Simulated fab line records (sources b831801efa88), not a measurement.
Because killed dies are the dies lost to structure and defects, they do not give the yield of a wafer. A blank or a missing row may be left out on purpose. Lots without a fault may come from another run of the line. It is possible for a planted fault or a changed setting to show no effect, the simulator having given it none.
One fault through the eyes of 2 desks + flow gf180mcu + numbers are kept per desk, each desk with only its own; the story behind them comes last

METROLOGY DESK
Lot by lot, what the gauges showed, no matter which tool ran the lot: averages of those sampled wafers that carry a number. The brackets show how far a lot's mean lies from the usual mean; more than 4 standard deviations puts the lot out of limits, marked OUT.
Columns: A = V2_W_THK at GF_V2_THK_MEAS_25, usual 349 nm
| lot  | first seen here | A   |
|------|-----------------|-----|
| L711 | day 20 17:17    | 345 |
| L712 | day 20 22:37    | 351 |
| L714 | day 21 06:11    | 350 |
| L715 | day 21 23:18    | 347 |
| L716 | day 22 05:04    | 351 |
| L717 | day 22 17:38    | 358 |
| L718 | day 22 22:48    | 356 |
| L719 | day 23 14:38    | 351 |
| L726 | day 25 22:21    | 340 |
| L730 | day 27 08:25    | 354 |
| L732 | day 27 10:28    | 350 |
| L731 | day 27 12:24    | 345 |
| L734 | day 28 07:25    | 351 |
This desk's finding: nothing out of limits on any of the 13 lots.

THE TOOL OWNER'S DESK: pvdSputter-03
The tool's own readings at GF_M1_SPUTTER_01 (material TiN, target thk 30 nm, time 25 s): means of the sampled wafers that have a number, for each lot that ran on this tool. The brackets show how far a lot's mean lies from the usual mean; more than 4 standard deviations puts the lot out of limits, marked OUT.
Columns: A = cathodeDcPowerW at GF_M1_SPUTTER_01, usual 6499.9 W; B = throttleValvePct at GF_M1_SPUTTER_01, usual 29.6 %
| lot  | first seen here | A                        | B    |
|------|-----------------|--------------------------|------|
| L717 | day 18 11:52    | 6499.9                   | 29.5 |
| L719 | day 19 10:10    | 6499.6                   | 29.9 |
| L726 | day 21 23:12    | 7123.1 (+99 or more) OUT | 30.1 |
| L734 | day 24 13:12    | 6500.0                   | 29.7 |
This desk's finding: out of limits on L726; first on L726, day 21 23:12 (cathodeDcPowerW at GF_M1_SPUTTER_01). L717, L719, L734 stayed within limits.

ALL TOGETHER
The tool owner's desk could have raised an alarm at day 21 23:12, on L726.
At the metrology desk, nothing out of limits was observed.
The metrology desk has L726 on record, within its limits.
Of the lots named, all ran GF_M1_SPUTTER_01 on pvdSputter-03.

WHAT HAD BEEN PUT IN BY THE SIMULATOR
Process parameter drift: pvdSputter-03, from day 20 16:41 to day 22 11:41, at GF_M1_SPUTTER_01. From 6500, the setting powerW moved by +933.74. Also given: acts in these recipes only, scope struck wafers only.
Shown lots that were struck: L726.
Each desk's first reading out of limits, in hours after the fault started: the tool owner's desk, 31.
